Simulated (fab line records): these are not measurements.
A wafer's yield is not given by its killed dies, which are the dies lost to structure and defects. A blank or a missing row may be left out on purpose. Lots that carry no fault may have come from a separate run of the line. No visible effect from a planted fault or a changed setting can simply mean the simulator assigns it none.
Problem report, 8D (eight disciplines) form, completed by code | flow gf180mcu | the parts of the form that need people (team, actions taken, sign-off) are left out

== 1. WHAT WENT WRONG ==
V2_OVL at GF_V2_OVL_MEAS_15 reads a mean of 49 nm on 6 wafers of 2 lots; wafers without a fault read 1 nm with a standard deviation of 5.5. That puts it +8.8 standard deviations away from the usual mean.
First observed at day 23 23:40: wafer L588.1, on overlay-02. At this step, 39 wafers from 13 lots have a number in the record. The rule behind "out" and "out of limits": a value lying over 4 standard deviations away from the usual mean. The other wafers with a number count as sound.

== 2. WHAT IT IS, AND WHAT IT ISN'T ==
question                    | is                     | is not
which readings at this step | V2_OVL                 | -
which lots                  | L588, L590             | L579, L581, L582, L583, L586, L587, L589, L593, L597, L599, L601
which wafers of those lots  | all that have a number | -
read on which gauges        | overlay-02             | overlay-01
when                        | from day 23 23:40      | up to then (18 sound wafers); but 15 sound wafers of L589, L593, L597, L599, L601 came after

== 3. WHAT RULES OUT EACH SUSPECT ==
Counting: a tool at any process step up to the reading remains a suspect when it ran all the lots that are out and ran no sound lot after the first of those.
- the gauge at GF_V2_OVL_MEAS_15: kept. All the wafers that are out were read on overlay-02, and no step on other tools shows them out.
- krf-scanner-02 at GF_V2_EXPOSE_11 (exposes mask Via2, target cd 260 nm): kept. All lots that are out passed through it, beginning with L588 at day 23 12:37, and no sound lot followed; its final sound lot before that point was L582 at day 21 08:16.
The count leaves overlay-02 at GF_V2_OVL_MEAS_15 and krf-scanner-02 at GF_V2_EXPOSE_11.

== 4. THE CAUSE (what the simulator had put in) ==
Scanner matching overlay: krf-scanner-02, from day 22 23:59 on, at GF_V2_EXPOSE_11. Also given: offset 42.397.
2 suspects survive the count, and this tool is in that group.

== 5. SEQUENCE OF EFFECTS, ordered by route ==
Each row: a reading whose mean over the struck wafers that have a number lies more than 3 standard deviations from the usual. Scope: only readings with a usual standard deviation given in the record; hours: median across lots of the time from each lot's start at the first step in this table that gives one to its start at this step; sigmas: change in usual standard deviations.
hours | step              | reading | usual | on struck wafers | change | sigmas
0     | GF_V2_OVL_MEAS_15 | V2_OVL  | 1 nm  | 49               | +48    | +8.8

== 6. HOW IT WOULD HAVE BEEN CAUGHT EARLIER ==
The first out-of-limits reading at a measuring or inspecting step in this record came at day 23 23:40, 24 hours after the fault's start at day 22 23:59.
Of the lots that are out (2), L590 began GF_V2_EXPOSE_11 on krf-scanner-02 after day 23 23:40. Had the tool been put on hold then, it would have been spared.
